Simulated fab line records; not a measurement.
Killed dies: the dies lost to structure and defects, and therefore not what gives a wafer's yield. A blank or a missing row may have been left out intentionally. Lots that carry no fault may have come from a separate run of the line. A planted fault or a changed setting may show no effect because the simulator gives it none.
2 desks looking at one fault :: flow gf180mcu :: numbers are kept per desk, each desk with only its own; the story behind them comes last

## AT THE TOOL OWNER'S DESK: implanter-04
The tool's own readings at GF_MVPSD_IMPLANT_09, given as means over the sampled wafers that have a number, one for each lot that went through this tool. Marked OUT: a lot whose mean sits more than 4 standard deviations from the usual mean, which makes it out of limits; the brackets give that distance.
Columns: A = end station pressure torr at GF_MVPSD_IMPLANT_09, usual 5.01e-06 Torr; B = tilt deg at GF_MVPSD_IMPLANT_09, usual 0.000 degrees
lot: L302
first seen here: day 5 19:46
A: 4.87e-06
B: 0.009

lot: L304
first seen here: day 6 06:31
A: 4.76e-06
B: -0.006

lot: L308
first seen here: day 7 08:04
A: 5.13e-06
B: 9.989 (+99 or more) OUT

lot: L312
first seen here: day 8 09:07
A: 5.16e-06
B: 10.003 (+99 or more) OUT
Finding of this desk: L308, L312 out of limits; the first was L308 at day 7 08:04, on tilt deg at GF_MVPSD_IMPLANT_09. In limits: L302, L304.

## AT THE METROLOGY DESK
What the gauges read for every lot (on any tool): the sampled wafers with a number, averaged. Marked OUT: a lot whose mean sits more than 4 standard deviations from the usual mean, which makes it out of limits; the brackets give that distance.
Columns: A = MVPSD_TW at GF_MVPSD_TW_MEAS_11, usual 556
lot: L299
first seen here: day 5 01:23
A: 559

lot: L301
first seen here: day 5 10:20
A: 553

lot: L302
first seen here: day 5 20:01
A: 551

lot: L303
first seen here: day 6 02:10
A: 555

lot: L304
first seen here: day 6 06:45
A: 557

lot: L306
first seen here: day 6 19:02
A: 550

lot: L308
first seen here: day 7 08:18
A: 573

lot: L312
first seen here: day 8 09:21
A: 574

lot: L314
first seen here: day 8 19:22
A: 551

lot: L316
first seen here: day 9 05:58
A: 553

lot: L318
first seen here: day 9 19:26
A: 567

lot: L322
first seen here: day 10 20:08
A: 552
This desk found nothing out of limits on any of the 12 lots.

## ALL TOGETHER
At day 7 08:04, on L308, L312, the tool owner's desk was in a position to raise an alarm.
The metrology desk saw nothing out of limits.
The metrology desk has L308, L312 on record, within its limits.
GF_MVPSD_IMPLANT_09 was run on implanter-04 by each of the lots named.

## WHAT THE SIMULATOR HAD INSERTED
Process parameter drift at GF_MVPSD_IMPLANT_09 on implanter-04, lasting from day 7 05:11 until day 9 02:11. From 0, the setting tilt deg moved by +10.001. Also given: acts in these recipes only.
Lots struck among those shown: L308, L312.
Delay in hours, fault start to first out-of-limits reading, by desk: the tool owner's desk at 3.
